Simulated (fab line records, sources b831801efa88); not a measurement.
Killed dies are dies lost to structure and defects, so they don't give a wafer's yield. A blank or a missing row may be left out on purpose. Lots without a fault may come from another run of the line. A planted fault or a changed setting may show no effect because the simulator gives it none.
Which tool did it? | flow sky130 | 7 lots, 19 wafers sampled, at 2 steps of a route of 708

WHAT THE GAUGES READ, wafer by wafer
SKY_CONTACT_OVL_MEAS_15.
lot  | measured     | on         | CONTACT_OVL (nm)
L521 | day 32 13:46 | overlay-01 | 3 10 10
L522 | day 33 00:56 | overlay-02 | -4 -1 -6
L525 | day 33 15:14 | overlay-01 | 6 -9 0
L527 | day 34 03:19 | overlay-02 | 9 8 9
L536 | day 36 18:38 | overlay-02 | 5 -1
L538 | day 37 12:23 | overlay-01 | 2 5
L543 | day 38 18:44 | overlay-01 | -5 -6 -6

WHICH TOOL RAN EACH LOT (tool, then ch and the chambers of the sampled wafers, then the start)
lot  | SKY_CONTACT_COAT_08
L521 | litho_track-03 ch 0, day 31 22:41
L522 | litho_track-03 ch 0, day 32 11:23
L525 | litho_track-01 ch 0, day 33 01:07
L527 | litho_track-02 ch 0, day 33 14:02
L536 | litho_track-02 ch 0, day 36 05:44
L538 | litho_track-02 ch 0, day 36 22:49
L543 | litho_track-03 ch 0, day 38 05:44
- SKY_CONTACT_COAT_08: resist thk 60 nm.

THE ANSWER, worked out from the rows above alone
Rule: what is usual is taken from the lots themselves. Put in order of their means at a reading, lots are off if they are a third of the lots or fewer, leave a main group of 4 or more, and stand apart from it by a gap of 3 or more times the standard deviation of the main group's means; of several such gaps the widest counts. A main group whose means are all the same, to the digits that the tables above print for the reading, isn't used. A lot without any number at a reading at which 4 lots or more have one is off too. The other lots that the step has rows for count as sound.
No lot is off at any reading shown: from this, nothing can be told.

WHAT THE SIMULATOR HAD PUT IN
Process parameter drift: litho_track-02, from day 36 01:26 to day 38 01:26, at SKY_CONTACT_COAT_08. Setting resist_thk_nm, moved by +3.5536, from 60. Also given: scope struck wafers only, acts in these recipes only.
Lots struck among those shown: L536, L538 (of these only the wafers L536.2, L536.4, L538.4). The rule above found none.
